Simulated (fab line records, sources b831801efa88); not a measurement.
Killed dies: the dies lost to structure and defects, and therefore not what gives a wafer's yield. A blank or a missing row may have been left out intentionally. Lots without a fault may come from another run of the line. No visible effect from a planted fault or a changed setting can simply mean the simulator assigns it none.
Which of the tools did it? + flow gf180mcu + Sampling: 12 lots, 36 wafers, 5 of 602 route steps

WHAT EACH GAUGE READ, for each wafer
GF_STI_THK_MEAS_04.
| lot  | measured    | on            | STI_CVD_03_THK (nm) |
|------|-------------|---------------|---------------------|
| L734 | day 1 13:34 | film_metro-01 | 209.4 209.5 208.9   |
| L735 | day 1 18:39 | film_metro-02 | 209.9 208.5 210.0   |
| L736 | day 2 00:33 | film_metro-01 | 209.6 208.0 208.6   |
| L737 | day 2 05:22 | film_metro-02 | 209.5 209.9 211.2   |
| L739 | day 2 14:34 | film_metro-02 | 209.8 208.9 209.3   |
| L740 | day 2 20:28 | film_metro-01 | 211.3 211.4 211.6   |
| L741 | day 3 01:23 | film_metro-02 | 208.5 208.9 207.3   |
| L748 | day 4 11:35 | film_metro-04 | 222.1 222.8 222.4   |
| L750 | day 4 22:49 | film_metro-02 | 221.2 220.2 221.2   |
| L751 | day 5 02:34 | film_metro-04 | 205.8 205.7 206.1   |
| L752 | day 5 09:07 | film_metro-04 | 206.6 205.8 205.6   |
| L757 | day 6 08:43 | film_metro-02 | 210.3 207.7 209.1   |

GF_PSD_CD_MEAS_07: the cd target is 400 nm.
| lot  | measured     | on        | cd_nm (nm)        |
|------|--------------|-----------|-------------------|
| L734 | day 14 02:16 | cd_sem-01 | 401.0 399.3 399.0 |
| L735 | day 14 09:16 | cd_sem-01 | 397.9 398.5 396.2 |
| L736 | day 14 15:54 | cd_sem-01 | 404.0 404.5 403.1 |
| L737 | day 15 05:58 | cd_sem-01 | 399.7 401.0 401.4 |
| L739 | day 15 19:40 | cd_sem-02 | 398.8 401.7 399.8 |
| L740 | day 16 06:43 | cd_sem-01 | 401.8 402.6 402.2 |
| L741 | day 16 16:03 | cd_sem-02 | 398.1 399.3 399.9 |
| L748 | day 19 07:50 | cd_sem-02 | 399.6 399.2 400.4 |
| L750 | day 19 21:22 | cd_sem-01 | 400.5 398.7 399.3 |
| L751 | day 20 08:00 | cd_sem-01 | 398.1 400.7 402.3 |
| L752 | day 20 15:37 | cd_sem-02 | 400.5 400.4 399.3 |
| L757 | day 22 04:23 | cd_sem-02 | 399.5 398.9 396.5 |

GF_PSD_RS_MEAS_15: measurement is done with a four-point probe.
| lot  | measured     | on            | PSD_RS (ohm/sq)      |
|------|--------------|---------------|----------------------|
| L734 | day 14 03:04 | film_metro-02 | 108.03 108.32 108.38 |
| L735 | day 14 10:00 | film_metro-02 | 108.83 109.21 108.63 |
| L736 | day 14 16:38 | film_metro-02 | 108.81 108.65 108.66 |
| L737 | day 15 06:41 | film_metro-03 | 108.62 108.66 108.58 |
| L739 | day 15 20:23 | film_metro-02 | 108.66 108.72 109.15 |
| L740 | day 16 07:26 | film_metro-02 | 108.55 108.95 108.56 |
| L741 | day 16 16:46 | film_metro-02 | 108.60 108.61 108.78 |
| L748 | day 19 08:35 | film_metro-01 | 108.20 108.29 108.15 |
| L750 | day 19 22:08 | film_metro-02 | 108.29 108.43 108.27 |
| L751 | day 20 08:43 | film_metro-02 | 108.75 108.94 108.91 |
| L752 | day 20 16:20 | film_metro-03 | 109.07 108.75 109.00 |
| L757 | day 22 05:07 | film_metro-03 | 108.96 108.75 108.86 |

WHAT TOOL EACH LOT RAN ON (gives the tool, then ch and the chambers of the sampled wafers, and finally the start)
| lot  | GF_STI_CVD_03              | GF_STI_ETCH_13                    |
|------|----------------------------|-----------------------------------|
| L734 | lpcvd-02 ch 0, day 1 11:34 | rie_diel-03 ch 0,1,2, day 2 01:38 |
| L735 | lpcvd-02 ch 1, day 1 16:40 | rie_diel-04 ch 0,2,3, day 2 07:07 |
| L736 | lpcvd-01 ch 1, day 1 21:34 | rie_diel-03 ch 0,1, day 2 12:56   |
| L737 | lpcvd-01 ch 0, day 2 03:23 | rie_diel-04 ch 2,3, day 2 17:44   |
| L739 | lpcvd-02 ch 1, day 2 12:34 | rie_diel-02 ch 0,2,3, day 3 02:59 |
| L740 | lpcvd-01 ch 1, day 2 18:28 | rie_diel-03 ch 0,1,2, day 3 08:43 |
| L741 | lpcvd-02 ch 0, day 2 23:24 | rie_diel-04 ch 0,2,3, day 3 13:38 |
| L748 | lpcvd-02 ch 1, day 4 09:34 | rie_diel-02 ch 0,1,2, day 5 01:05 |
| L750 | lpcvd-02 ch 0, day 4 20:49 | rie_diel-02 ch 0,2, day 5 12:53   |
| L751 | lpcvd-01 ch 1, day 5 00:34 | rie_diel-03 ch 1,2, day 5 16:25   |
| L752 | lpcvd-01 ch 0, day 5 07:07 | rie_diel-03 ch 1,2, day 5 23:16   |
| L757 | lpcvd-01 ch 1, day 6 06:44 | rie_diel-04 ch 0,1,3, day 6 23:52 |
- GF_STI_CVD_03: deposits Si3N4 from DCS/NH3, target thk 207.16 nm, time 3551 s.
- GF_STI_ETCH_13: etches the open film in CHF3/O2, stops on Si, target depth 282.31 nm, time 112.9 s.

AS READ BY THE TOOLS THEMSELVES (means over the sampled wafers that have a number; for cases with no such wafer, the mark the record gives instead)
GF_STI_CVD_03.
| lot  | tool     | spike_tc_bottom_C (C) |
|------|----------|-----------------------|
| L734 | lpcvd-02 | 786                   |
| L735 | lpcvd-02 | 783                   |
| L736 | lpcvd-01 | 790                   |
| L737 | lpcvd-01 | 788                   |
| L739 | lpcvd-02 | 783                   |
| L740 | lpcvd-01 | 790                   |
| L741 | lpcvd-02 | 787                   |
| L748 | lpcvd-02 | 783                   |
| L750 | lpcvd-02 | 787                   |
| L751 | lpcvd-01 | 791                   |
| L752 | lpcvd-01 | 788                   |
| L757 | lpcvd-01 | 790                   |

GF_STI_ETCH_13.
| lot  | tool        | drypump_motor_current_A (A) | oes_product_au (a.u.) | rf_fwd_power_W (W) | throttle_valve_pct (%) |
|------|-------------|-----------------------------|-----------------------|--------------------|------------------------|
| L734 | rie_diel-03 | 5.2                         | 0.838                 | 594.3              | 8.800                  |
| L735 | rie_diel-04 | 5.7                         | 0.834                 | 595.6              | 8.816                  |
| L736 | rie_diel-03 | 5.0                         | 0.835                 | 597.7              | 8.809                  |
| L737 | rie_diel-04 | 5.8                         | 0.845                 | 595.4              | 8.825                  |
| L739 | rie_diel-02 | 5.5                         | 0.840                 | 596.1              | 8.814                  |
| L740 | rie_diel-03 | 5.2                         | 0.844                 | 596.8              | 8.818                  |
| L741 | rie_diel-04 | 5.7                         | 0.833                 | 598.0              | 8.815                  |
| L748 | rie_diel-02 | 5.5                         | 0.870                 | 596.0              | 8.811                  |
| L750 | rie_diel-02 | 5.1                         | 0.861                 | 598.2              | 8.816                  |
| L751 | rie_diel-03 | 5.4                         | 0.828                 | 599.1              | 8.808                  |
| L752 | rie_diel-03 | 5.2                         | 0.828                 | 596.6              | 8.808                  |
| L757 | rie_diel-04 | 5.5                         | 0.839                 | 595.6              | 8.809                  |

THE ANSWER, worked out from the rows above alone
Rule: usual is defined by the lots themselves. The widest of any qualifying gaps counts: lots, ordered by their means at a reading, are off when they make up no more than a third of the lots, leave a main group of 4 or more, and stand apart from it by 3 or more times the standard deviation of that group's means. A main group is skipped when, at the precision printed for the reading in the tables above, its means are all equal. Also off: a lot with no number at a reading for which 4 or more lots have one. The other lots that the step has rows for count as sound. Order of review: gauges by route order, followed by the tools' own readings, for which a lot's mean as printed above is used. The first step at which some lot is off is used, and at that step the reading that is off furthest; a lot without a number counts as furthest.
Off: L748, L750, seen at GF_STI_THK_MEAS_04 (STI_CVD_03_THK). The main group has a mean of 208.8 nm with a standard deviation of 1.6.
If a tool, at a process step before that reading, ran all the lots that are off and no sound lot after the first of them, it fits. Gauges at GF_STI_THK_MEAS_04: tried the same way as those tools. One fits: GF_STI_CVD_03 on lpcvd-02. A fault onset in the window from L741 (day 2 23:24, its last sound lot) to L748 (day 4 09:34, its first lot off) fits.

WHAT THE SIMULATOR PUT IN
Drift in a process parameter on lpcvd-02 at GF_STI_CVD_03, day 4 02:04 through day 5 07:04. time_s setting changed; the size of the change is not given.
Shown lots that were struck: L748, L750. This agrees with what the rule above found.
